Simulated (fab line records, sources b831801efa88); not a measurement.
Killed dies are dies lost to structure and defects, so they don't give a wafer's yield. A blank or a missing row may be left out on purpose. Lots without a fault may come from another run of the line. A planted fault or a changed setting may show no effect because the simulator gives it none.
fab line records | flow sky130
record lots=6 wafers=18 last_day=49
route steps=708 shown GATE_OXIDE@192 POLY_GATE@204 RES_PROTECT@206 PAD_OPEN@708
lots that met no fault: from a run of the same line without faults
start_h: hours from the record's first day to the start of the lot's first wafer shown | wait_h: hours since the lot's step before | " the same as in the row above | L1.1+2: a row that stands for several wafers | - no value, or no start given | * or withheld: withheld | < > ~ a bound
route shown NAME@n: a module of which the file shows steps, and the number in the route of the first | usual: mean/standard deviation of fault-free wafers | same: alike in all rows | chamber/n: place in a boat | sites: the reading at each site | _std_site: their standard deviation | _edge_site: outer sites' mean less inner sites' | radius_mm: how far each site lies from the wafer's centre | mask NAME#n: copy n | behind: the tool/chamber that last shaped the wafer | hold: why the lot was held/for how many hours/how that ended | device: the transistor (n, p or np) that didn't switch | end of line: the same wafers' tests at the end of the route | a step without rows: its recipe alone | killed: dies lost to structure and defects at the first sort, not the wafer's yield | map: a wafer's dies, x killed, . not, _ none there
set.NAME: the setting as run; set.NAME@STEP: as run at that earlier step | model.NAME: the simulator's own value behind a step, which no gauge read
lots at some steps of the route; a table a step, a row a wafer
services: from which hour (start_h, from the record's first day; less than 0 if before it) a tool's chamber was out of use, for how many hours, and why
## steps
# step SKY_GATE_OXIDE_COAT_05
# recipe resist=NOVOLAK spin_rpm=3000 resist_thk_nm=1140
# step SKY_GATE_OXIDE_SOFTBAKE_06
# recipe temp_c=90 time_s=60 resist=NOVOLAK
# step SKY_GATE_OXIDE_EXPOSE_07
# recipe mask_id=LVOM na=0.6 source_shape=conventional sigma_outer=0.6 polarization=unpolarized target_cd_nm=600 dose_mj=170
# step SKY_GATE_OXIDE_PEB_08
# recipe temp_c=withheld time_s=* resist=NOVOLAK
# step SKY_GATE_OXIDE_DEVELOP_09
# recipe resist=NOVOLAK developer=TMAH develop_time_s=60 dev_temp_c=23
# step SKY_GATE_OXIDE_OVL_MEAS_10
# usual GATE_OXIDE_OVL=-0.3/1.4
# columns lot.wafer tool chamber start_h wait_h GATE_OXIDE_OVL[nm]
L138.1 overlay-01 - 317.47 0.1 -1.4
L138.5 " - " " -0.2
L138.6 " - " " -1.3
L139.2 overlay-02 - 334.80 0.1 1.0
L139.4 " - " " 0.6
L139.6 " - " " -0.2
L143.3 overlay-02 - 363.46 0.1 -0.8
L143.4 " - " " -1.1
L143.6 " - " " -1.5
L146.3 overlay-02 - 388.86 0.1 0.0
L146.4 " - " " 0.2
L146.5 " - " " 0.8
L154.1 overlay-01 - 466.60 0.1 -1.1
L154.5 " - " " -0.1
L154.6 " - " " -3.2
L156.1 overlay-02 - 474.50 0.1 3.1
L156.2 " - " " 0.9
L156.3 " - " " -0.4
# step SKY_GATE_OXIDE_IMPLANT_11
# recipe species=B energy_kev=10 dose_cm2=2.6e+12 tilt_deg=withheld
# step SKY_GATE_OXIDE_WET_ETCH_12
# recipe chemistry=dHF target_depth_nm=16.8 dry=n2_spin target=SiO2 dilution=100:1 temp_c=25 time_s=336
# step SKY_GATE_OXIDE_STRIP_13
# recipe chemistry=O2/N2 power_w=1400 pressure_mtorr=1500 platen_temp_c=withheld o2_flow_sccm=3000 n2_flow_sccm=300 overash_fraction=0.5
# usual drypump_motor_current_A=6.0/0.45 oes_product_au=0.715/0.0051 strip_time_to_endpoint_s=14.17/0.034
# columns lot.wafer tool chamber start_h wait_h drypump_motor_current_A oes_product_au rf_hours_counter_h strip_time_to_endpoint_s
L138.1 plasma_asher-03 1 317.76 0.0 6.1 0.721 47 14.20
L138.5 " 1 " " 6.1 0.715 - 14.20
L138.6 " 0 " " 6.4 0.715 - 14.18
L139.2 plasma_asher-03 1 335.08 0.0 6.1 0.712 49 14.16
L139.4 " 0 " " 6.5 0.714 - 14.18
L139.6 " 1 " " 6.1 0.721 - 14.17
L143.3 plasma_asher-03 1 363.77 0.0 6.1 0.712 - 14.18
L143.4 " 0 " " 6.5 0.721 - 14.20
L143.6 " 0 " " 6.5 0.706 - 14.16
L146.3 plasma_asher-04 1 389.18 0.0 6.3 0.715 - 14.20
L146.4 " 0 " " 5.9 0.714 - 14.21
L146.5 " 1 " " 6.3 0.713 - 14.15
L154.1 plasma_asher-01 1 466.88 0.0 6.1 0.716 78 14.20
L154.5 " 1 " " 6.1 0.713 - 14.18
L154.6 " 0 " " 5.1 0.717 - 14.22
L156.1 plasma_asher-03 0 474.78 0.0 6.4 0.719 64 14.15
L156.2 " 1 " " 6.1 0.718 64 14.16
L156.3 " 0 " " 6.5 0.711 - 14.14
# step SKY_GATE_OXIDE_TW_MEAS_14
# usual GATE_OXIDE_TW=223.7/1.9
# columns lot.wafer tool chamber start_h wait_h GATE_OXIDE_TW
L138.1 film_metro-04 - 317.86 0.1 226.5
L138.5 " - " " 226.1
L138.6 " - " " 225.4
L139.2 film_metro-01 - 335.19 0.1 223.2
L139.4 " - " " 222.7
L139.6 " - " " 223.2
L143.3 film_metro-01 - 363.85 0.1 221.8
L143.4 " - " " 222.6
L143.6 " - " " 222.2
L146.3 film_metro-01 - 389.26 0.1 222.2
L146.4 " - " " 221.7
L146.5 " - " " 222.2
L154.1 film_metro-01 - 466.98 0.1 222.6
L154.5 " - " " 221.4
L154.6 " - " " 223.4
L156.1 film_metro-02 - 474.88 0.1 223.6
L156.2 " - " " 223.8
L156.3 " - " " 223.7
# step SKY_GATE_OXIDE_CLEAN_15
# recipe chemistry=SC1/SC2 mix=1:4:20 temp_c=70 time_s=150 dry=n2_spin
# step SKY_GATE_OXIDE_OXIDATION_16
# recipe temp_c=800 ambient=O2 idle_temp_c=700 ramp_up_c_per_min=10 ramp_down_c_per_min=3 stabilise_s=600 purge_s=300 target_thk_a=35.7 ox_time_s=1915
# step SKY_POLY_GATE_CVD_00
# recipe material=poly-Si target_thk_nm=180 temp_c=620 time_s=720 pressure_mtorr=200
# usual zone_power_lower_pct=8.8/0.66
# columns lot.wafer tool chamber start_h wait_h zone_power_lower_pct
L138.1 lpcvd-01 0 323.00 0.0 9.2
L138.5 " 0 " " 9.2
L138.6 " 0 " " 9.4
L139.2 lpcvd-01 0 337.91 0.0 9.2
L139.4 " 0 " " 9.2
L139.6 " 0 " " 9.1
L143.3 lpcvd-01 1 365.48 0.0 7.9
L143.4 " 1 " " 7.9
L143.6 " 1 " " 7.9
L146.3 lpcvd-01 1 391.45 0.0 7.9
L146.4 " 1 " " 8.1
L146.5 " 1 " " 7.9
L154.1 lpcvd-01 0 469.68 0.7 9.2
L154.5 " 0 " " 9.4
L154.6 " 0 " " 9.3
L156.1 lpcvd-01 0 477.30 0.0 9.2
L156.2 " 0 " " 9.4
L156.3 " 0 " " 9.4
# step SKY_POLY_GATE_THK_MEAS_01
# recipe reads=poly-Si_of_POLY_GATE_CVD_00
# usual POLY_GATE_CVD_00_THK=180.7/1.7
# columns lot.wafer tool chamber start_h wait_h POLY_GATE_CVD_00_THK[nm]
L138.1 film_metro-01 - 324.20 0.0 183.7
L138.5 " - " " 182.8
L138.6 " - " " 182.1
L139.2 film_metro-02 - 339.72 0.0 183.3
L139.4 " - " " 183.5
L139.6 " - " " 181.9
L143.3 film_metro-01 - 366.70 0.0 181.3
L143.4 " - " " 179.5
L143.6 " - " " 180.9
L146.3 film_metro-01 - 392.67 0.0 180.8
L146.4 " - " " 181.2
L146.5 " - " " 183.1
L154.1 film_metro-02 - 470.88 0.0 181.4
L154.5 " - " " 181.6
L154.6 " - " " 182.1
L156.1 film_metro-01 - 478.50 0.0 177.9
L156.2 " - " " 179.8
L156.3 " - " " 178.8
# step SKY_RES_PROTECT_DEHYDRATE_00
# recipe temp_c=200 time_s=60
# step SKY_RES_PROTECT_HMDS_01
# recipe prime_time_s=60 prime_temp_c=120
# step SKY_RES_PROTECT_COAT_02
# recipe resist=NOVOLAK spin_rpm=3000 resist_thk_nm=1140
# step SKY_RES_PROTECT_SOFTBAKE_03
# recipe temp_c=90 time_s=60 resist=NOVOLAK
# step SKY_RES_PROTECT_EXPOSE_04
# recipe mask_id=RPM na=0.6 source_shape=conventional sigma_outer=0.6 polarization=unpolarized target_cd_nm=1270 dose_mj=131
# step SKY_RES_PROTECT_PEB_05
# recipe temp_c=withheld time_s=* resist=NOVOLAK
# step SKY_RES_PROTECT_DEVELOP_06
# recipe resist=NOVOLAK developer=TMAH develop_time_s=60 dev_temp_c=23
# step SKY_POLY_GATE_IMPLANT_02
# recipe species=P energy_kev=30 dose_cm2=7.7e+15 tilt_deg=0
# step SKY_RES_PROTECT_STRIP_07
# recipe chemistry=O2/N2 power_w=1400 pressure_mtorr=1500 platen_temp_c=withheld o2_flow_sccm=3000 n2_flow_sccm=300 overash_fraction=0.5
# usual drypump_motor_current_A=6.0/0.38 oes_product_au=0.517/0.0047 strip_time_to_endpoint_s=23.29/0.04
# columns lot.wafer tool chamber start_h wait_h drypump_motor_current_A oes_product_au rf_hours_counter_h strip_time_to_endpoint_s
L138.1 plasma_asher-03 0 350.92 0.1 6.5 0.517 51 23.30
L138.5 " 1 " " 6.1 0.521 - 23.23
L138.6 " 0 " " 6.5 0.516 - 23.29
L139.2 plasma_asher-02 0 367.85 0.1 6.0 0.519 22 23.28
L139.4 " 1 " " 6.1 0.522 - 23.25
L139.6 " 0 " " 6.0 0.519 - 23.35
L143.3 plasma_asher-02 0 395.80 0.1 6.0 0.516 - 23.30
L143.4 " 1 " " 6.2 0.509 - 23.33
L143.6 " 1 " " 6.1 0.521 - 23.33
L146.3 plasma_asher-03 0 422.83 0.1 6.5 0.518 - 23.26
L146.4 " 1 " " 6.1 0.519 - 23.28
L146.5 " 1 " " 6.1 0.518 - 23.27
L154.1 plasma_asher-02 0 501.67 0.1 6.0 0.517 35 23.33
L154.5 " 0 " " 6.0 0.522 - 23.29
L154.6 " 1 " " 6.1 0.515 - 23.35
L156.1 plasma_asher-03 1 509.45 0.1 6.1 0.525 68 23.32
L156.2 " 0 " " 6.5 0.519 68 23.33
L156.3 " 1 " " 6.1 0.513 - 23.28
# step SKY_RES_PROTECT_TW_MEAS_08
# usual POLY_GATE_TW=4053/23
# columns lot.wafer tool chamber start_h wait_h POLY_GATE_TW
L138.1 film_metro-04 - 351.02 0.1 4057
L138.5 " - " " 4056
L138.6 " - " " 4065
L139.2 film_metro-03 - 368.00 0.1 4061
L139.4 " - " " 4061
L139.6 " - " " 4083
L143.3 film_metro-04 - 395.89 0.1 4053
L143.4 " - " " 4064
L143.6 " - " " 4094
L146.3 film_metro-04 - 422.92 0.1 4048
L146.4 " - " " 4050
L146.5 " - " " 4063
L154.1 film_metro-02 - 501.77 0.1 4053
L154.5 " - " " 4066
L154.6 " - " " 4053
L156.1 film_metro-04 - 509.55 0.1 4068
L156.2 " - " " 4080
L156.3 " - " " 4078
# step SKY_RES_PROTECT_CLEAN_09
# recipe chemistry=SC1/SC2 mix=1:4:20 temp_c=70 time_s=150 dry=n2_spin
# step SKY_POLY_GATE_CVD_03
# recipe material=Si3N4 precursor=DCS/NH3 target_thk_nm=75 temp_c=770 time_s=1290 pressure_mtorr=250
# step SKY_POLY_GATE_THK_MEAS_04
# recipe reads=Si3N4_of_POLY_GATE_CVD_03
# usual POLY_GATE_CVD_03_THK=75.2/0.73
# columns lot.wafer tool chamber start_h wait_h POLY_GATE_CVD_03_THK[nm]
L138.1 film_metro-03 - 353.72 0.0 74.6
L138.5 " - " " 74.0
L138.6 " - " " 74.8
L139.2 film_metro-03 - 371.48 0.0 76.4
L139.4 " - " " 76.2
L139.6 " - " " 76.0
L143.3 film_metro-02 - 398.24 0.0 75.3
L143.4 " - " " 76.0
L143.6 " - " " 76.0
L146.3 film_metro-02 - 426.70 0.0 75.3
L146.4 " - " " 74.8
L146.5 " - " " 74.8
L154.1 film_metro-01 - 503.48 0.0 76.5
L154.5 " - " " 75.9
L154.6 " - " " 75.6
L156.1 film_metro-03 - 511.01 0.0 74.3
L156.2 " - " " 75.0
L156.3 " - " " 75.2
# step SKY_POLY_GATE_DEHYDRATE_05
# recipe temp_c=200 time_s=60
# step SKY_POLY_GATE_HMDS_06
# recipe prime_time_s=60 prime_temp_c=120
# step SKY_POLY_GATE_COAT_07
# recipe resist=BARC temp_c=withheld time_s=withheld spin_rpm=3000 resist_thk_nm=110
# step SKY_POLY_GATE_COAT_08
# recipe resist=KrF-thick spin_rpm=3000 resist_thk_nm=450
# step SKY_POLY_GATE_SOFTBAKE_09
# recipe temp_c=100 time_s=90 resist=KrF-thick
# step SKY_POLY_GATE_EXPOSE_10
# recipe mask_id=P1M na=0.68 source_shape=conventional sigma_outer=0.6 target_cd_nm=150 dose_mj=28
# step SKY_POLY_GATE_PEB_11
# recipe peb_temp_c=withheld peb_time_s=withheld resist=KrF-thick
# step SKY_POLY_GATE_DEVELOP_12
# recipe develop_time_s=60 resist=KrF-thick dev_temp_c=21
# step SKY_POLY_GATE_CD_MEAS_13
# recipe target_cd_nm=150
# usual cd_nm=150.1/1.1
# columns lot.wafer tool chamber start_h wait_h cd_nm
L138.1 cd_sem-01 - 382.12 - 149.3
L138.5 " - " " 150.8
L138.6 " - " " 149.0
L139.2 cd_sem-02 - 402.07 - 150.2
L139.4 " - " " 151.8
L139.6 " - " " 151.1
L143.3 cd_sem-01 - 428.27 - 149.9
L143.4 " - " " 150.8
L143.6 " - " " 148.2
L146.3 cd_sem-02 - 457.59 - 151.7
L146.4 " - " " 150.8
L146.5 " - " " 151.2
L154.1 cd_sem-02 - 534.00 - 149.6
L154.5 " - " " 149.4
L154.6 " - " " 149.5
L156.1 cd_sem-01 - 541.40 - 150.1
L156.2 " - " " 148.3
L156.3 " - " " 149.4
# step SKY_POLY_GATE_OVL_MEAS_14
# usual POLY_GATE_OVL=0/5.6
# columns lot.wafer tool chamber start_h wait_h POLY_GATE_OVL[nm]
L138.1 overlay-01 - 382.24 0.1 0
L138.5 " - " " -3
L138.6 " - " " -4
L139.2 overlay-02 - 402.18 0.1 -8
L139.4 " - " " -9
L139.6 " - " " -11
L143.3 overlay-02 - 428.36 0.1 -2
L143.4 " - " " 1
L143.6 " - " " -7
L146.3 overlay-01 - 457.68 0.1 6
L146.4 " - " " 8
L146.5 " - " " 6
L154.1 overlay-01 - 534.12 0.1 -6
L154.5 " - " " -6
L154.6 " - " " -8
L156.1 overlay-01 - 541.52 0.1 -3
L156.2 " - " " -3
L156.3 " - " " -2
# step SKY_POLY_GATE_ETCH_15
# recipe chemistry=N2/H2 target=BARC ion_energy_ev=200 source_w=500 bias_w=100 pressure_mtorr=30 n2_flow_sccm=100 h2_flow_sccm=200 stop_on=SiO2 time_s=118.5 target_depth_a=1100
# usual bias_w=100.02/0.29 drypump_motor_current_A=5.5/0.34 oes_product_au=0.717/0.0047 rf_fwd_power_W=497.5/1.7 throttle_valve_pct=13.211/0.0097
# columns lot.wafer tool chamber start_h wait_h bias_w drypump_motor_current_A oes_product_au rf_fwd_power_W rf_hours_counter_h throttle_valve_pct
L138.1 rie_diel-01 0 382.28 0.0 99.73 5.7 0.715 495.6 52 13.203
L138.5 " 0 " " 100.15 5.7 0.714 494.9 - 13.212
L138.6 " 1 " " 99.53 5.4 0.720 501.0 - 13.220
L139.2 rie_diel-04 1 402.21 0.0 99.49 5.2 0.721 495.4 12 13.198
L139.4 " 3 " " 100.10 5.3 0.719 498.5 74 13.227
L139.6 " 0 " " 100.35 5.2 0.716 494.8 - 13.199
L143.3 rie_diel-04 1 428.38 0.0 100.51 5.2 0.717 500.2 13 13.192
L143.4 " 0 " " 99.92 5.2 0.713 496.6 38 13.207
L143.6 " 1 " " 99.63 5.2 0.713 499.2 - 13.216
L146.3 rie_diel-04 0 457.71 0.0 100.23 5.2 0.719 495.1 39 13.203
L146.4 " 1 " " 100.34 5.1 0.725 499.2 14 13.215
L146.5 " 0 " " 99.99 5.3 0.720 499.3 - 13.219
L154.1 rie_diel-04 3 534.15 0.0 100.19 5.3 0.711 501.1 77 13.215
L154.5 " 2 " " 100.04 5.4 0.712 495.7 - 13.220
L154.6 " 1 " " 100.23 5.1 0.718 498.4 - 13.198
L156.1 rie_diel-02 3 541.55 0.0 100.05 5.7 0.716 499.3 6 13.223
L156.2 " 0 " " 99.86 5.5 0.720 496.5 4 13.193
L156.3 " 1 " " 100.12 6.4 0.723 499.2 6 13.214
# step SKY_POLY_GATE_ETCH_16
# recipe stop_on=poly-Si chemistry=CH3F/O2 target=Si3N4 source_w=400 bias_w=80 pressure_mtorr=25 ch3f_flow_sccm=40 O2_flow_sccm=30 time_s=147.5 target_depth_a=750
# step SKY_POLY_GATE_ETCH_17
# recipe target_depth_nm=180 stop_on=SiO2 over_etch_frac=0.56667 chemistry=HBr/Cl2 target=poly-Si icp_w=400 bias_w=100 pressure_mtorr=10 HBr_flow_sccm=150 Cl2_flow_sccm=50 time_s=70.5
# usual bias_w=99.9/0.31 drypump_motor_current_A=5.8/0.53 oes_product_au=0.989/0.0067 rf_fwd_power_W=396.9/1.3 throttle_valve_pct=33.685/0.0097
# columns lot.wafer tool chamber start_h wait_h bias_w drypump_motor_current_A oes_product_au rf_fwd_power_W rf_hours_counter_h throttle_valve_pct
L138.1 rie_si-01 0 382.46 0.0 99.7 5.0 0.989 396.1 7 33.691
L138.5 " 0 " " 100.0 5.0 0.986 394.6 - 33.686
L138.6 " 1 " " 99.7 6.4 0.992 396.0 - 33.681
L139.2 rie_si-01 0 402.39 0.0 100.1 5.0 1.000 396.6 7 33.694
L139.4 " 1 " " 99.8 6.4 0.989 398.5 1 33.694
L139.6 " 2 " " 100.4 6.6 0.990 397.8 - 33.693
L143.3 rie_si-01 0 428.57 0.0 99.9 5.0 0.993 398.3 8 33.711
L143.4 " 1 " " 100.0 6.4 0.994 394.0 - 33.684
L143.6 " 0 " " 100.2 5.0 0.988 397.1 - 33.710
L146.3 rie_si-01 1 457.89 0.0 100.0 6.4 0.993 396.5 2 33.689
L146.4 " 0 " " 99.7 5.0 0.991 396.7 8 33.684
L146.5 " 0 " " 99.9 5.0 0.994 396.0 - 33.705
L154.1 rie_si-02 2 534.34 0.0 100.3 6.0 0.991 397.4 35 33.684
L154.5 " 1 " " 99.8 5.3 0.996 396.4 - 33.682
L154.6 " 2 " " 99.8 6.0 0.992 395.5 - 33.685
L156.1 rie_si-02 3 541.74 0.0 99.4 5.6 0.982 398.1 2 33.683
L156.2 " 2 " " 99.7 6.0 0.991 397.6 35 33.691
L156.3 " 0 " " 100.5 5.5 0.981 397.6 4 33.689
# step SKY_POLY_GATE_STRIP_18
# recipe chemistry=O2/N2 power_w=1400 pressure_mtorr=1500 platen_temp_c=withheld o2_flow_sccm=3000 n2_flow_sccm=300 overash_fraction=0.5
# usual drypump_motor_current_A=6.16/0.2 oes_product_au=0.361/0.0045 strip_time_to_endpoint_s=3.177/0.029
# columns lot.wafer tool chamber start_h wait_h drypump_motor_current_A oes_product_au rf_hours_counter_h strip_time_to_endpoint_s
L138.1 plasma_asher-03 1 382.51 0.0 6.07 0.359 54 3.209
L138.5 " 1 " " 6.05 0.356 - 3.184
L138.6 " 0 " " 6.46 0.357 - 3.170
L139.2 plasma_asher-03 1 402.44 0.0 6.07 0.362 56 3.157
L139.4 " 0 " " 6.47 0.357 - 3.189
L139.6 " 0 " " 6.44 0.367 - 3.148
L143.3 plasma_asher-02 1 428.65 0.1 6.14 0.364 - 3.176
L143.4 " 0 " " 5.96 0.363 - 3.175
L143.6 " 1 " " 6.12 0.365 - 3.176
L146.3 plasma_asher-04 1 457.98 0.1 6.34 0.361 - 3.163
L146.4 " 0 " " 5.95 0.360 - 3.161
L146.5 " 1 " " 6.32 0.358 - 3.192
L154.1 plasma_asher-04 0 534.39 0.0 5.92 0.357 10 3.196
L154.5 " 0 " " 5.90 0.358 - 3.183
L154.6 " 1 " " 6.33 0.360 - 3.127
L156.1 plasma_asher-04 0 541.79 0.0 5.90 0.359 10 3.128
L156.2 " 1 " " 6.33 0.357 10 3.137
L156.3 " 0 " " 5.92 0.365 - 3.145
# step SKY_POLY_GATE_CLEAN_19
# recipe chemistry=SC1/SC2 mix=1:4:20 temp_c=70 time_s=150 dry=n2_spin
# step SKY_PAD_OPEN_PROBE_99
# usual killed_at_M0_to_M3=45/7 killed_at_M4_up=3.4/1.8 killed_at_contacts=24/5.4 killed_at_front_end=16/4.8 killed_at_other=0.4/0.62 killed_dies=89/10 killed_open=48/7.2 killed_short=40/6.3
# same gross_dies=492 killed_at_back_side=0
# columns lot.wafer tool chamber start_h wait_h killed_at_M0_to_M3 killed_at_M4_up killed_at_contacts killed_at_front_end killed_at_other killed_dies killed_open killed_short
L138.1 prober-02 - 1082.77 0.1 44 3 17 20 0 84 48 36
L138.5 prober-02 - 1082.97 0.2 52 3 15 21 0 91 48 42
L138.6 prober-02 - 1083.02 0.2 55 7 25 19 0 106 54 51
L139.2 prober-01 - 1094.66 0.1 44 3 26 18 0 91 52 38
L139.4 prober-01 - 1094.76 0.2 38 2 19 17 1 77 43 34
L139.6 prober-01 - 1094.86 0.2 38 6 17 14 2 77 39 37
L143.3 prober-01 - 1114.16 0.2 50 3 24 19 0 96 47 46
L143.4 prober-01 - 1114.21 0.2 56 3 19 14 0 92 51 38
L143.6 prober-01 - 1114.31 0.2 60 4 23 22 0 109 61 45
L146.3 prober-01 - 1137.23 0.2 52 2 34 11 0 99 56 43
L146.4 prober-01 - 1137.28 0.2 44 3 30 14 1 92 52 40
L146.5 prober-01 - 1137.33 0.2 51 4 31 15 0 101 68 33
L154.1 prober-01 - 1178.42 0.1 41 6 27 66 2 142 47 42
L154.5 prober-01 - 1178.62 0.2 40 3 23 69 0 135 44 34
L154.6 prober-01 - 1178.67 0.2 35 4 21 75 0 135 40 32
L156.1 prober-02 - 1180.74 0.1 45 5 16 71 0 137 49 33
L156.2 prober-02 - 1180.79 0.1 36 3 24 70 0 133 51 28
L156.3 prober-02 - 1180.84 0.2 48 4 30 69 0 151 54 43
# killed by level:class
L138.1 VIA1:geometric_particle:open=14 VIA2:geometric_particle:open=8 POLY_GATE:geometric_particle:short=7 METAL2:geometric_particle:short=6 FIELD_ISO:geometric_particle:open=5 METAL1:geometric_particle:short=5 LOCAL_INTERCONNECT:geometric_particle:open=4 CONTACT:geometric_particle:short=4
L138.5 VIA1:geometric_particle:open=13 VIA2:geometric_particle:open=9 VIA1:geometric_particle:short=9 VIA3:geometric_particle:open=7 FIELD_ISO:geometric_particle:short=6 FIELD_ISO:geometric_particle:open=6 CONTACT:geometric_particle:open=6 METAL2:geometric_particle:short=4
L138.6 VIA1:geometric_particle:open=12 VIA2:geometric_particle:open=11 VIA1:geometric_particle:short=7 VIA3:geometric_particle:open=6 FIELD_ISO:geometric_particle:short=5 LI_CONTACT:geometric_particle:short=5 LI_CONTACT:geometric_particle:open=5 CONTACT:geometric_particle:open=5
L139.2 CONTACT:geometric_particle:open=11 VIA1:geometric_particle:open=9 VIA3:geometric_particle:open=9 METAL2:geometric_particle:short=8 POLY_GATE:geometric_particle:short=7 LI_CONTACT:geometric_particle:open=6 FIELD_ISO:geometric_particle:short=4 METAL1:geometric_particle:short=4
L139.4 LI_CONTACT:geometric_particle:open=9 VIA1:geometric_particle:open=7 METAL2:geometric_particle:short=7 FIELD_ISO:geometric_particle:open=6 VIA3:geometric_particle:open=6 METAL3:geometric_particle:short=5 POLY_GATE:geometric_particle:open=4 CONTACT:geometric_particle:open=4
L139.6 LI_CONTACT:geometric_particle:open=8 VIA3:geometric_particle:open=7 POLY_GATE:geometric_particle:open=6 VIA1:geometric_particle:open=6 METAL3:geometric_particle:short=6 METAL4:geometric_particle:short=5 VIA3:geometric_particle:short=4 POLY_GATE:geometric_particle:short=3
L143.3 VIA1:geometric_particle:open=14 METAL1:geometric_particle:short=11 CONTACT:geometric_particle:open=10 VIA3:geometric_particle:open=6 VIA1:geometric_particle:short=5 FIELD_ISO:geometric_particle:short=4 POLY_GATE:geometric_particle:short=4 POLY_GATE:geometric_particle:open=4
L143.4 VIA1:geometric_particle:open=13 CONTACT:geometric_particle:open=9 METAL2:geometric_particle:short=8 VIA3:geometric_particle:open=7 VIA1:geometric_particle:short=6 VIA2:geometric_particle:open=4 METAL3:geometric_particle:short=4 FIELD_ISO:geometric_particle:short=3
L143.6 VIA1:geometric_particle:open=18 METAL1:geometric_particle:short=13 LI_CONTACT:geometric_particle:open=10 VIA2:geometric_particle:open=7 CONTACT:geometric_particle:open=6 METAL2:geometric_particle:short=5 POLY_GATE:geometric_particle:short=4 POLY_GATE:geometric_particle:open=4
L146.3 CONTACT:geometric_particle:open=18 VIA3:geometric_particle:open=8 LI_CONTACT:geometric_particle:open=7 METAL1:geometric_particle:short=7 VIA2:geometric_particle:open=7 VIA1:geometric_particle:short=6 METAL2:geometric_particle:short=6 VIA1:geometric_particle:open=5
L146.4 VIA1:geometric_particle:open=12 CONTACT:geometric_particle:open=10 LOCAL_INTERCONNECT:geometric_particle:short=8 LI_CONTACT:geometric_particle:open=7 VIA2:geometric_particle:open=7 VIA3:geometric_particle:open=6 METAL2:geometric_particle:short=5 VIA1:geometric_particle:short=4
L146.5 VIA1:geometric_particle:open=15 CONTACT:geometric_particle:open=13 LI_CONTACT:geometric_particle:open=11 VIA3:geometric_particle:open=8 VIA2:geometric_particle:open=7 METAL1:geometric_particle:short=5 POLY_GATE:geometric_particle:open=4 VIA1:geometric_particle:short=4
L154.1 POLY_GATE:unspecified=53 VIA1:geometric_particle:open=12 CONTACT:geometric_particle:open=10 LI_CONTACT:geometric_particle:open=6 VIA3:geometric_particle:open=6 VIA2:geometric_particle:open=6 METAL4:geometric_particle:short=5 POLY_GATE:geometric_particle:short=5
L154.5 POLY_GATE:unspecified=56 VIA2:geometric_particle:open=10 VIA1:geometric_particle:open=8 CONTACT:geometric_particle:open=8 CONTACT:geometric_particle:short=7 POLY_GATE:geometric_particle:open=6 METAL1:geometric_particle:short=5 VIA1:geometric_particle:short=5
L154.6 POLY_GATE:unspecified=63 VIA1:geometric_particle:open=12 CONTACT:geometric_particle:open=9 VIA1:geometric_particle:short=6 LOCAL_INTERCONNECT:geometric_particle:short=5 VIA2:geometric_particle:open=5 METAL2:geometric_particle:short=5 LI_CONTACT:geometric_particle:short=4
L156.1 POLY_GATE:unspecified=55 VIA1:geometric_particle:open=8 VIA3:geometric_particle:open=7 LI_CONTACT:geometric_particle:open=6 FIELD_ISO:geometric_particle:open=5 VIA1:geometric_particle:short=5 METAL2:geometric_particle:short=5 METAL2:geometric_particle:open=5
L156.2 POLY_GATE:unspecified=54 VIA3:geometric_particle:open=9 CONTACT:geometric_particle:open=9 LI_CONTACT:geometric_particle:open=6 VIA1:geometric_particle:open=6 FIELD_ISO:geometric_particle:open=5 METAL1:geometric_particle:short=5 CONTACT:geometric_particle:short=4
L156.3 POLY_GATE:unspecified=54 CONTACT:geometric_particle:open=10 VIA2:geometric_particle:open=10 LI_CONTACT:geometric_particle:open=9 VIA1:geometric_particle:open=7 METAL3:geometric_particle:short=6 LOCAL_INTERCONNECT:geometric_particle:short=5 VIA3:geometric_particle:open=5
# map L154.1 (x killed, . not)
__________.xxxx.x.x._________
________.xxxxxxxx..x.._______
______...xxxxxxxx......._____
_____.x.xxxxxxxxxxx......____
____...xxxxxxxxxxx.xx....x___
___.....xxxxxxxxxx.....x...__
__....x.x.xxxxxxxx.x........_
_x.........xxx.xx.x..........
_.........x..x..........x....
_........x..............x....
_xx....x...x.............xx..
_.x.x....x...........x.....x.
_............x..x..x...xx....
_......x.x..xx...x...x.......
_...x..x.........x....x......
__.x...........x.x.........._
___......x......x...x..x...__
____.xx....x........xx...x___
_____xxx.x.....x.....x...____
______......xx.....xx..._____
________x..x....xxx.x._______
__________xx..x....x_________
# map L156.3 (x killed, . not)
__________.x.xxxx..._________
________.xxxxxxxxx.xx._______
______..xxxxxxxxx....x.._____
_____...x.xxxxxxx.xx...xx____
____..x..xxxxxxxxx.x..x...___
___..x..xxxxxxxxxxxx...x.xx__
__.......x.xxxxxx.x........._
_x....x..x.xx.xx...x..x......
_..xx........x........xx.....
_....x...............x...x...
_...x.x..x....x..x.....x.....
_..x.x..x...xxx......x..x....
_......xxx.x..x.x..........x.
_..x....x.x...x..............
_....x......x..x...x..x......
__.....x..xxx..x.xx..x.x.x.._
___.x............x....x....__
____.....x.....x...x.x..xx___
_____....x....x........x.____
______..x....x.....x...x_____
________......xx......_______
__________...x.x...._________
## services
# columns tool chamber start_h hours kind
rie_diel-04 1 297.39 9.5 repair
plasma_asher-02 - 307.36 22.6 repair
rie_diel-02 - 311.01 0.2 repair
rie_diel-01 0 325.25 7.4 repair
lpcvd-01 - 331.02 0.9 repair
rie_diel-01 - 334.34 15.6 pm
plasma_asher-02 - 338.63 8.5 repair
rie_si-02 0 372.95 12.1 repair
plasma_asher-02 - 373.13 2.5 repair
rie_diel-02 0 398.81 5.5 repair
plasma_asher-04 - 402.15 2.4 repair
rie_diel-01 - 408.77 2.8 pm
plasma_asher-04 - 421.25 9.0 pm
plasma_asher-02 - 425.61 2.9 repair
plasma_asher-04 - 441.50 1.0 repair
rie_diel-04 3 444.94 5.4 repair
plasma_asher-01 - 446.61 1.3 repair
plasma_asher-04 - 477.43 4.0 pm
rie_diel-02 - 480.43 1.3 repair
rie_diel-04 - 485.64 0.5 repair
rie_diel-01 3 491.32 8.0 repair
rie_si-01 2 492.36 1.4 repair
rie_diel-04 0 507.15 10.9 repair
rie_diel-04 - 523.39 4.3 pm
## key
first_sign step=SKY_PAD_OPEN_PROBE_99 reading=killed_at_front_end direction=up sigmas=11 usual=16 struck=70
effect step=SKY_PAD_OPEN_PROBE_99 reading=killed_dies direction=up sigmas=5 usual=89 struck=139
met_at SKY_POLY_GATE_CVD_00
struck_wafers L154.1,L154.5,L154.6,L156.1,L156.2,L156.3
tester_left_out L154,L156
onset_between 337.91 469.68
also_fits time
fault kind=chamber_particle_source tool=lpcvd-01 chamber=0 onset_h=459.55 steps=SKY_POLY_GATE_CVD_00 rate_per_visit_cm2=1.0926 end_h=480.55
# tester_left_out: of these lots the tester's yield and bins aren't shown, on N5 and GAA mostly nor the transistor test; their killed dies are dies lost to structure and defects alone, not to doping, threshold or leakage, so they don't give the yield
